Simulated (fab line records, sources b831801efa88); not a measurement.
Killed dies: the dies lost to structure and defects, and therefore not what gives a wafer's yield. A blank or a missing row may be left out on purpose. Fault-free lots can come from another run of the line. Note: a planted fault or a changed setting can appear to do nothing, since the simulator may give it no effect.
Problem report, 8D (eight disciplines) form, completed by code / flow sky130 / the parts of the form that need people (team, actions taken, sign-off) are left out

1. PROBLEM STATEMENT
Across 5 wafers from 3 lots, LI_CONTACT_HDPCVD_THK at SKY_LI_CONTACT_THK_MEAS_01 averages 1041 nm, while fault-free wafers read 930 nm with a standard deviation of 7.7. That puts it +14 standard deviations away from the usual mean.
Seen first at day 30 17:00 on film-metro-01, wafer L588.2. At this step, 33 wafers from 11 lots have a number in the record. The rule behind "out" and "out of limits": a value lying over 4 standard deviations away from the usual mean. The rest of the wafers with a number are treated as sound.

2. WHAT THIS IS AND IS NOT
question=which readings at this step | is=LI_CONTACT_HDPCVD_THK | is not=-
question=which lots | is=L588, L589, L590 | is not=L581, L583, L584, L587, L600, L601, L602, L603
question=which wafers of those lots | is=L588.2, L588.5, L589.2, L589.6, L590.2 | is not=L588.3, L589.5, L590.1, L590.5
question=read on which gauges | is=film-metro-01, film-metro-02 | is not=-
question=when | is=from day 30 17:00 | is not=up to then (13 sound wafers); but 15 sound wafers of L589, L590, L600, L601, L602, L603 came after

3. WHAT RULES OUT EACH SUSPECT
Counting: if a tool at a process step up to the reading ran every lot that is out, it stays a suspect. Sound lots after the first of them don't rule it out here, since some wafers of a struck lot are sound.
- the gauge at SKY_LI_CONTACT_THK_MEAS_01 is ruled out. Those wafers that are out were read across 2 gauges (film-metro-01, film-metro-02).
- hdpcvd-02 at SKY_LI_CONTACT_HDPCVD_00 (deposits PSG, target thk 930 nm, time 155 s): kept. It ran every lot that is out, first L588 (day 30 16:53); its last sound lot up to then is L584 (day 30 06:58). Out on those wafers are its own readings of run-length-s.
- In hdpcvd-02 at SKY_LI_CONTACT_HDPCVD_00, the wafers that are out were processed in chamber 2 and their sound lot-mates in chambers 0, 1.
Remaining after the count: hdpcvd-02 at SKY_LI_CONTACT_HDPCVD_00.

4. THE CAUSE (what the simulator had put in)
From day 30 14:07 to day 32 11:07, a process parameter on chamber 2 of hdpcvd-02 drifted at SKY_LI_CONTACT_HDPCVD_00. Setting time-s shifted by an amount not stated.
The count eliminated every tool but this one.

5. SEQUENCE OF EFFECTS, ordered by route
One row per reading whose mean, taken over the struck wafers that have a number, lies over 3 standard deviations from the usual. Only readings for which the record gives a usual standard deviation are gone through. hours: the time from each lot's start at the first step in this table that gives one to its start at this step, as a median over the lots. sigmas: the change in usual standard deviations.
hours=0; step=SKY_LI_CONTACT_HDPCVD_00; reading=run-length-s; usual=183.2 s; on struck wafers=201.9; change=+18.7; sigmas=+32
hours=0; step=SKY_LI_CONTACT_THK_MEAS_01; reading=LI_CONTACT_HDPCVD_THK; usual=930 nm; on struck wafers=1041; change=+111; sigmas=+14
hours=0; step=SKY_LI_CONTACT_CMP_02; reading=time-to-endpoint-s; usual=32.3 s; on struck wafers=44.3; change=+12.0; sigmas=+5.2
The process steps in it:
- SKY_LI_CONTACT_HDPCVD_00: deposits PSG, target thk 930 nm, time 155 s.
- SKY_LI_CONTACT_CMP_02: polishes PSG.
Later measuring or inspecting steps at which every struck wafer that the step has a row for has a number for every such reading, and none has moved that far: SKY_LI_CONTACT_RS_MEAS_22.

6. HOW IT WOULD HAVE BEEN CAUGHT EARLIER
Counted from the fault's start at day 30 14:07, it took 3 hours until the first out-of-limits reading at a measuring or inspecting step in this record, taken at day 30 17:00.
The tool's own readings at SKY_LI_CONTACT_HDPCVD_00 were out on every struck wafer that the step has a row for (run-length-s): an alarm limit on them would have fired on the first of those.
Lots out: 3; of these, L589, L590 started SKY_LI_CONTACT_HDPCVD_00 on hdpcvd-02 after day 30 17:00. A hold on the tool at that time would have spared those 2.
